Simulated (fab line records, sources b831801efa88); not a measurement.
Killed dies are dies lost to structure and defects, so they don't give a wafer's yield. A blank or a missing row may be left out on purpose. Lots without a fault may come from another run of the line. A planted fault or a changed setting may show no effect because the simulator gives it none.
Problem report in the 8D (eight disciplines) form, filled by code | flow sky130 | the parts of the form that need people (team, actions taken, sign-off) are left out

1. THE PROBLEM
killed_at_other at SKY_PAD_OPEN_PROBE_99 reads a mean of 61.0 on 1 wafer of 1 lot; wafers without a fault read 0.2 with a standard deviation of 0.54. That is +99 or more standard deviations from the usual mean.
First seen on wafer L231.5, day 50 15:01, on prober-01. The record holds 36 wafers of 12 lots with a number at this step. Rule for "out", or "out of limits": more than 4 standard deviations from the usual mean. The other wafers with a number count as sound.

2. WHAT IT IS AND WHAT IT IS NOT
question                    | is                                                                                                                         | is not
which readings at this step | killed_at_other, defect_limited_yield, killed_dies, sort_bin_3_pad_short, sort_bin_5_function, sort_n_pass, sort_yield_pct | killed_at_M0_to_M3, killed_at_M4_up, killed_at_contacts, killed_at_front_end, killed_open, killed_short, sort_bin_6_memory
which lots                  | L231                                                                                                                       | L214, L215, L217, L218, L219, L223, L224, L232, L234, L236, L237
which wafers of those lots  | L231.5                                                                                                                     | L231.3, L231.6
read on which tools         | prober-01                                                                                                                  | prober-02
when                        | from day 50 15:01                                                                                                          | up to then (22 sound wafers); but 13 sound wafers of L231, L232, L234, L236, L237 came after

3. SUSPECTS, AND WHAT RULES EACH OUT
Counting: a tool at a process step up to the reading stays a suspect if it ran every lot that is out. Sound lots after the first of them don't rule it out here, since some wafers of a struck lot are sound.
- pvd_sputter-04 at SKY_CAPM_SPUTTER_02 (material TiN, target thk 200 nm, time 166.7 s): kept. It ran the lot that is out, L231 (day 42 08:44); its last sound lot up to then is L224 (day 40 08:13).
- prober-01 at SKY_PAD_OPEN_PROBE_99: kept. It ran the lot that is out, L231 (day 50 14:55); its last sound lot up to then is L223 (day 48 22:42). Its own readings are out on those wafers: defect_limited_yield, killed_at_other, killed_dies, sort_bin_3_pad_short, sort_bin_5_function, sort_n_pass, sort_yield_pct.
Left after counting: pvd_sputter-04 at SKY_CAPM_SPUTTER_02, prober-01 at SKY_PAD_OPEN_PROBE_99.

4. THE CAUSE (what the simulator had put in)
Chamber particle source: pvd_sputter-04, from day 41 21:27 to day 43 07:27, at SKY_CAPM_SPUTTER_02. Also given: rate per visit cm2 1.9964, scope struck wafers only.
Counting left 2 suspects, and this tool is among them.

5. THE CHAIN OF EFFECTS, in route order
Each row: a reading whose mean over the struck wafers that have a number lies more than 3 standard deviations from the usual. Only readings for which the record gives a usual standard deviation are gone through. hours: the time from each lot's start at the first step in this table that gives one to its start at this step, as a median over the lots. sigmas: the change in usual standard deviations.
hours | step                  | reading              | usual  | on struck wafers | change | sigmas
0     | SKY_PAD_OPEN_PROBE_99 | defect_limited_yield | 82.5 % | 69.1             | -13.4  | -6.1
0     | SKY_PAD_OPEN_PROBE_99 | killed_at_other      | 0.2    | 61.0             | +60.8  | +99 or more
0     | SKY_PAD_OPEN_PROBE_99 | killed_dies          | 86     | 152              | +66    | +6.0
0     | SKY_PAD_OPEN_PROBE_99 | sort_bin_3_pad_short | 0.8 %  | 6.3              | +5.5   | +15
0     | SKY_PAD_OPEN_PROBE_99 | sort_bin_5_function  | 10.4 % | 17.3             | +6.9   | +4.3
0     | SKY_PAD_OPEN_PROBE_99 | sort_n_pass          | 406    | 340              | -66    | -6.0
0     | SKY_PAD_OPEN_PROBE_99 | sort_yield_pct       | 82.5 % | 69.1             | -13.4  | -6.1
The process steps in it:
- SKY_PAD_OPEN_PROBE_99

6. WHAT WOULD HAVE CAUGHT IT SOONER
In this record the first reading out of limits was taken at day 50 15:01, 210 hours after the fault began at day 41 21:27.
Of the tool readings at SKY_CAPM_SPUTTER_02 for which the record gives a usual standard deviation, none was out on any struck wafer, so an alarm limit of 4 standard deviations on them would not have fired.
All the lots that are out (1) had begun SKY_CAPM_SPUTTER_02 on pvd_sputter-04 by day 50 15:01. A hold on the tool at that time would have spared none of them.
